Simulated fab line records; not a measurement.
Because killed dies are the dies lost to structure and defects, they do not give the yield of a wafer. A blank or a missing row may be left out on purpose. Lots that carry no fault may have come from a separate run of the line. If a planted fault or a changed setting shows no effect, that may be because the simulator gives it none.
Which tool is to blame?	flow sky130	18 wafers from 6 lots sampled at 3 of the route's 708 steps

## WHAT THE GAUGES READ, wafer by wafer
SKY_SONOS_ONO_THK_MEAS_05.
lot	measured	on	SONOS_ONO_CVD_04_THK (nm)
L163	day 11 21:52	film_metro-03	5.63 5.69 5.66
L165	day 13 03:23	film_metro-03	5.68 5.76 5.76
L168	day 14 00:11	film_metro-04	5.70 5.76 5.71
L171	day 14 18:09	film_metro-01	5.79 5.70 5.68
L178	day 16 23:22	film_metro-03	5.87 5.73 5.84
L182	day 19 17:43	film_metro-04	5.62 5.69 5.67

## TOOL THAT RAN EACH LOT (tool first, then ch and the chambers of the sampled wafers, then the start)
lot	SKY_DNWELL_STRIP_08	SKY_NWELL_IMPLANT_12
L163	plasma_asher-02 ch 0,1, day 3 14:47	implanter-04 ch 0, day 4 23:22
L165	plasma_asher-03 ch 0,1, day 4 01:05	implanter-04 ch 0, day 5 10:00
L168	plasma_asher-04 ch 0,1, day 4 23:10	implanter-04 ch 0, day 6 11:51
L171	plasma_asher-04 ch 0,1, day 5 11:22	implanter-04 ch 0, day 7 01:00
L178	plasma_asher-02 ch 0,1, day 7 00:08	implanter-02 ch 0, day 8 14:50
L182	plasma_asher-04 ch 0,1, day 8 19:43	implanter-04 ch 0, day 10 15:34
- SKY_DNWELL_STRIP_08: strips in O2/N2.
- SKY_NWELL_IMPLANT_12

## THE ANSWER, worked out from the rows above alone
Rule: the usual values come from the lots themselves. Put in order of their means at a reading, lots are off if they are a third of the lots or fewer, leave a main group of 4 or more, and stand apart from it by a gap of 3 or more times the standard deviation of the main group's means; of several such gaps the widest counts. The tables above print the reading to a certain number of digits; a main group whose means all agree to those digits is not used. A lot without any number at a reading at which 4 lots or more have one is off too. The other lots that the step has rows for count as sound.
None of the lots is off at any reading shown; this tells nothing.

## WHAT THE SIMULATOR HAD INSERTED
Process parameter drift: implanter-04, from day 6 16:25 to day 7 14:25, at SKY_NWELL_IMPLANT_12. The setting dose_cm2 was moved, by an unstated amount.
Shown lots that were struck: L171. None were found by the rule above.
